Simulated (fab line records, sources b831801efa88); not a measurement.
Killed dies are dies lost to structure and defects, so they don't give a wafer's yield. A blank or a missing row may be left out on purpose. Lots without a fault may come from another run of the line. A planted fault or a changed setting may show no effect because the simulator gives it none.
fab line records | flow sfq_line
record lots=6 wafers=18 last_day=84
route steps=325 shown M0@32 I0@43
lots that met no fault: from a run of the same line without faults
start_h: hours from the record's first day to the start of the lot's first wafer shown | wait_h: hours since the lot's step before | " the same as in the row above | L1.1+2: a row that stands for several wafers | - no value, or no start given | * or withheld: withheld | < > ~ a bound
route shown NAME@n: a module of which the file shows steps, and the number in the route of the first | usual: mean/standard deviation of fault-free wafers | same: alike in all rows | chamber/n: place in a boat | sites: the reading at each site | _std_site: their standard deviation | _edge_site: outer sites' mean less inner sites' | radius_mm: how far each site lies from the wafer's centre | mask NAME#n: copy n | behind: the tool/chamber that last shaped the wafer | hold: why the lot was held/for how many hours/how that ended | device: the transistor (n, p or np) that didn't switch | end of line: the same wafers' tests at the end of the route | a step without rows: its recipe alone | killed: dies lost to structure and defects at the first sort, not the wafer's yield | map: a wafer's dies, x killed, . not, _ none there
set.NAME: the setting as run; set.NAME@STEP: as run at that earlier step | model.NAME: the simulator's own value behind a step, which no gauge read
lots at some steps of the route; a table a step, a row a wafer
services: from which hour (start_h, from the record's first day; less than 0 if before it) a tool's chamber was out of use, for how many hours, and why
## steps
# step SFQ_TRILAYER_M0_LITHO_COAT_026
# recipe resist=BARC spin_rpm=3000 resist_thk_nm=62
# step SFQ_TRILAYER_M0_LITHO_COAT_021
# recipe resist=KrF spin_rpm=3000 resist_thk_nm=600
# step SFQ_TRILAYER_M0_LITHO_SOFTBAKE_025
# recipe temp_c=withheld time_s=withheld resist=KrF
# step SFQ_TRILAYER_M0_LITHO_EXPOSE_022
# recipe mask_id=M0 na=0.6 source_shape=conventional sigma_outer=0.65 target_cd_nm=500 dose_mj=14.4
# step SFQ_TRILAYER_M0_LITHO_PEB_024
# recipe peb_temp_c=115 peb_time_s=60 resist=KrF
# step SFQ_TRILAYER_M0_LITHO_DEVELOP_023
# recipe time_s=60 resist=KrF
# step SFQ_M0_OVL_MEAS_906
# usual M0_OVL=1/4.8
# columns lot.wafer tool chamber start_h wait_h M0_OVL[nm]
L523.3 overlay-01 - 159.33 0.1 3
L523.5 " - " " 7
L523.6 " - " " 7
L524.3 overlay-01 - 166.33 0.1 -9
L524.4 " - " " -6
L524.6 " - " " -8
L529.3 overlay-02 - 197.55 0.1 -1
L529.4 " - " " -4
L529.6 " - " " 1
L530.1 overlay-02 - 201.14 0.1 -1
L530.4 " - " " -5
L530.5 " - " " 0
L537.1 overlay-02 - 250.34 0.1 0
L537.2 " - " " 2
L537.5 " - " " 1
L545.2 overlay-02 - 290.69 0.1 2
L545.3 " - " " -5
L545.6 " - " " -1
# step SFQ_TRILAYER_M0_BARC_OPEN_METAL_ETCH_031
# recipe mask_material=PR chemistry=O2 target_depth_nm=125 target=BARC icp_w=600 bias_w=80 pressure_mtorr=10 time_s=41.7
# usual drypump_motor_current_A=5.6/0.46 oes_product_au=0.685/0.0047
# columns lot.wafer tool chamber start_h wait_h drypump_motor_current_A oes_product_au rf_hours_counter_h
L523.3 rie_metal-02 0 159.37 0.0 4.7 0.683 -
L523.5 " 1 " " 5.4 0.688 -
L523.6 " 0 " " 4.7 0.680 -
L524.3 rie_metal-04 1 166.37 0.0 5.6 0.687 -
L524.4 " 0 " " 6.1 0.686 -
L524.6 " 0 " " 6.1 0.684 -
L529.3 rie_metal-02 0 197.59 0.0 4.7 0.684 -
L529.4 " 1 " " 5.4 0.690 -
L529.6 " 0 " " 4.7 0.686 -
L530.1 rie_metal-02 1 201.17 0.0 5.4 0.689 189
L530.4 " 1 " " 5.4 0.687 -
L530.5 " 0 " " 4.7 0.692 -
L537.1 rie_metal-01 0 250.37 0.0 5.9 0.685 185
L537.2 " 1 " " 5.5 0.682 139
L537.5 " 0 " " 5.9 0.691 -
L545.2 rie_metal-01 1 290.74 0.0 5.4 0.682 -
L545.3 " 1 " " 5.5 0.689 -
L545.6 " 1 " " 5.5 0.684 -
# step SFQ_TRILAYER_M0_ETCH_METAL_ETCH_024
# recipe target=Nb stop_on=SiO2 mask_material=PR chemistry=Cl2/Ar target_depth_nm=240 icp_w=600 bias_w=80 pressure_mtorr=10 time_s=120
# usual drypump_motor_current_A=5.6/0.46 oes_product_au=0.894/0.0058
# columns lot.wafer tool chamber start_h wait_h drypump_motor_current_A oes_product_au rf_hours_counter_h
L523.3 rie_metal-02 0 159.45 0.1 4.7 0.896 -
L523.5 " 1 " " 5.4 0.895 -
L523.6 " 0 " " 4.7 0.893 -
L524.3 rie_metal-04 1 166.45 0.1 5.7 0.896 -
L524.4 " 0 " " 6.1 0.897 -
L524.6 " 0 " " 6.1 0.899 -
L529.3 rie_metal-02 0 197.68 0.1 4.7 0.896 -
L529.4 " 1 " " 5.4 0.894 -
L529.6 " 0 " " 4.7 0.886 -
L530.1 rie_metal-02 1 201.23 0.0 5.4 0.894 189
L530.4 " 1 " " 5.4 0.896 -
L530.5 " 0 " " 4.7 0.900 -
L537.1 rie_metal-01 0 250.43 0.0 5.9 0.898 185
L537.2 " 1 " " 5.5 0.905 139
L537.5 " 0 " " 5.9 0.895 -
L545.2 rie_metal-01 1 290.89 0.1 5.5 0.895 -
L545.3 " 1 " " 5.5 0.895 -
L545.6 " 1 " " 5.5 0.891 -
# step SFQ_TRILAYER_M0_STRIP_STRIP_025
# recipe gas=O2 power_w=200 platen_temp_c=40 overash_fraction=0.65 chemistry=O2 pressure_mtorr=50
# usual drypump_motor_current_A=5.6/0.46 oes_product_au=0.999/0.0077
# same overash_fraction=0.65
# columns lot.wafer tool chamber start_h wait_h drypump_motor_current_A oes_product_au rf_hours_counter_h
L523.3 rie_metal-02 0 159.73 0.2 4.7 0.984 -
L523.5 " 1 " " 5.4 0.987 -
L523.6 " 0 " " 4.7 0.986 -
L524.3 rie_metal-04 1 166.73 0.2 5.6 1.001 -
L524.4 " 0 " " 6.1 1.002 -
L524.6 " 0 " " 6.1 1.011 -
L529.3 rie_metal-02 0 197.96 0.2 4.7 0.995 -
L529.4 " 1 " " 5.4 0.997 -
L529.6 " 0 " " 4.7 0.997 -
L530.1 rie_metal-02 1 201.36 0.1 5.4 0.996 189
L530.4 " 1 " " 5.4 0.993 -
L530.5 " 0 " " 4.7 0.992 -
L537.1 rie_metal-01 0 250.56 0.1 5.9 0.998 185
L537.2 " 1 " " 5.5 0.993 140
L537.5 " 0 " " 5.9 0.994 -
L545.2 rie_metal-01 1 291.29 0.4 5.5 0.988 -
L545.3 " 1 " " 5.5 0.990 -
L545.6 " 1 " " 5.5 0.988 -
# step SFQ_TRILAYER_M0_STRIP_SOLV_CLEAN_026
# recipe chemistry=NMP temp_c=70 time_s=600
# step SFQ_TRILAYER_I0_DEP_PECVD_027
# recipe material=SiO2 temp_c=150 time_s=111.11 pressure_torr=2.4 rf_w=183.3 precursor=SiH4/N2O target_thk_nm=500
# usual heater_power_w=98/23 rf_fwd_power_W=182.5/0.63 showerhead_vpp_V=843/33 throttle_valve_pct=25.9/1.5
# columns lot.wafer tool chamber start_h wait_h heater_power_w rf_fwd_power_W showerhead_vpp_V throttle_valve_pct model.SiO2_of_TRILAYER_I0_DEP_PECVD_027.thk_nm
L523.3 pecvd-03 1 160.48 0.0 83 182.1 845 25.2 501.6
L523.5 " 0 " " 125 183.3 834 25.5 508
L523.6 " 1 " " 65 182.6 855 25.2 509.4
L524.3 pecvd-03 2 167.33 0.0 75 183.2 794 27.6 489.2
L524.4 " 0 " " 132 183.4 829 25.2 507.4
L524.6 " 2 " " 78 183.1 791 27.8 502.9
L529.3 pecvd-03 0 198.53 0.0 153 109.4 642 25.2 425.1
L529.4 " 1 " " 99 109.0 662 25.5 439.2
L529.6 " 2 " " 107 109.1 618 28.1 436.6
L530.1 pecvd-03 0 202.17 0.0 165 110.3 646 25.7 427.6
L530.4 " 2 " " 98 108.5 623 28.1 436.3
L530.5 " 1 " " 105 108.6 667 25.7 436.3
L537.1 pecvd-02 2 251.37 0.0 103 182.2 872 24.7 496.9
L537.2 " 1 " " 119 183.9 861 24.9 501.4
L537.5 " 2 " " 102 183.2 872 24.1 506.1
L545.2 pecvd-04 1 292.49 0.0 113 182.9 844 29.0 487.1
L545.3 " 2 " " 84 182.1 791 25.0 489.7
L545.6 " 1 " " 113 182.1 838 28.8 495.7
# step SFQ_TRILAYER_I0_CMP_CMP_028
# recipe material=SiO2 down_force_psi=3 platen_rpm=60 pad_velocity_m_s=0.94248
# usual motor_current_A=10.3/1.1 time_to_endpoint_s=217/6.8
# columns lot.wafer tool chamber start_h wait_h motor_current_A time_to_endpoint_s
L523.3 cmp-02 3 162.91 2.4 10.0 215
L523.5 " 1 163.91 3.3 10.9 225
L523.6 " 2 " " 11.7 223
L524.4 cmp-01 1 167.90 0.5 9.2 232
L524.3 " 2 " " 8.7 213
L524.6 " 1 169.90 2.5 10.0 225
L529.3 cmp-02 3 199.05 0.5 10.4 166
L529.4 " 1 200.05 1.4 10.8 175
L529.6 " 3 201.05 2.4 10.7 169
L530.1 cmp-01 1 205.33 3.1 9.7 165
L530.4 " 3 206.33 4.1 9.6 172
L530.5 " 1 207.33 5.1 9.6 169
L537.2 cmp-01 2 262.79 11.4 8.2 211
L537.1 " 3 " " 9.8 208
L537.5 " 2 264.79 13.3 8.6 214
L545.2 cmp-01 1 305.24 12.7 9.9 205
L545.3 " 3 306.24 13.7 10.2 213
L545.6 " 1 307.24 14.7 9.0 216
# step SFQ_I0_BOW_MEAS_907
# recipe mode=bow
# usual I0_BOW=2/8.2
# columns lot.wafer tool chamber start_h wait_h I0_BOW[um]
L523.3 film_metro-01 - 164.95 1.5 0
L523.5 " - " " -2
L523.6 " - " " 8
L524.3 film_metro-02 - 170.44 1.5 -9
L524.4 " - " " 1
L524.6 " - " " 2
L529.3 film_metro-02 - 202.09 2.5 -13
L529.4 " - " " -9
L529.6 " - " " -12
L530.1 film_metro-02 - 207.83 2.0 6
L530.4 " - " " -2
L530.5 " - " " -6
L537.1 film_metro-01 - 265.29 1.5 -3
L537.2 " - " " -5
L537.5 " - " " 0
L545.2 film_metro-03 - 307.76 2.0 4
L545.3 " - " " 2
L545.6 " - " " 11
## services
# columns tool chamber start_h hours kind
rie_metal-02 1 161.31 9.9 repair
pecvd-04 - 165.04 0.7 repair
rie_metal-01 - 165.25 2.8 pm
pecvd-02 - 168.16 0.5 repair
pecvd-03 2 187.87 4.9 repair
rie_metal-01 1 193.21 11.8 repair
cmp-02 - 198.51 0.5 repair
cmp-02 - 205.17 0.4 repair
pecvd-04 2 221.65 8.0 repair
rie_metal-02 0 226.17 - clean
rie_metal-02 0 226.17 14.3 scheduled_down
rie_metal-02 0 226.17 14.3 vent_cycle
pecvd-03 1 227.89 21.3 repair
cmp-02 - 232.45 4.0 pm
pecvd-02 - 235.99 3.0 repair
cmp-02 - 236.45 5.6 pm
rie_metal-02 1 240.50 - clean
rie_metal-02 1 240.50 12.0 scheduled_down
rie_metal-02 1 240.50 12.0 vent_cycle
rie_metal-02 - 250.08 14.6 pm
rie_metal-02 - 264.68 2.8 pm
pecvd-03 - 286.24 2.7 repair
cmp-01 - 290.51 2.2 repair
pecvd-04 1 302.42 7.0 repair
## key
first_sign step=SFQ_TRILAYER_I0_DEP_PECVD_027 reading=rf_fwd_power_W direction=down sigmas=99+ usual=182.5 struck=109.2
effect step=SFQ_TRILAYER_I0_DEP_PECVD_027 reading=showerhead_vpp_V direction=down sigmas=6 usual=843 struck=643
effect step=SFQ_TRILAYER_I0_CMP_CMP_028 reading=time_to_endpoint_s direction=down sigmas=7.1 usual=* struck=*
model_effect step=SFQ_TRILAYER_I0_DEP_PECVD_027 value=SiO2_of_TRILAYER_I0_DEP_PECVD_027.thk_nm without=504.7 struck=433.5
met_at SFQ_TRILAYER_I0_DEP_PECVD_027
struck_wafers L529.3,L529.4,L529.6,L530.1,L530.4,L530.5
onset_between 167.33 198.53
fault kind=process_parameter_drift tool=pecvd-03 chamber=- onset_h=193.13 steps=SFQ_TRILAYER_I0_DEP_PECVD_027 channel=rf_w offset=-73.32 shape=step end_h=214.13 acts_in=these_recipes_only stated=183.3
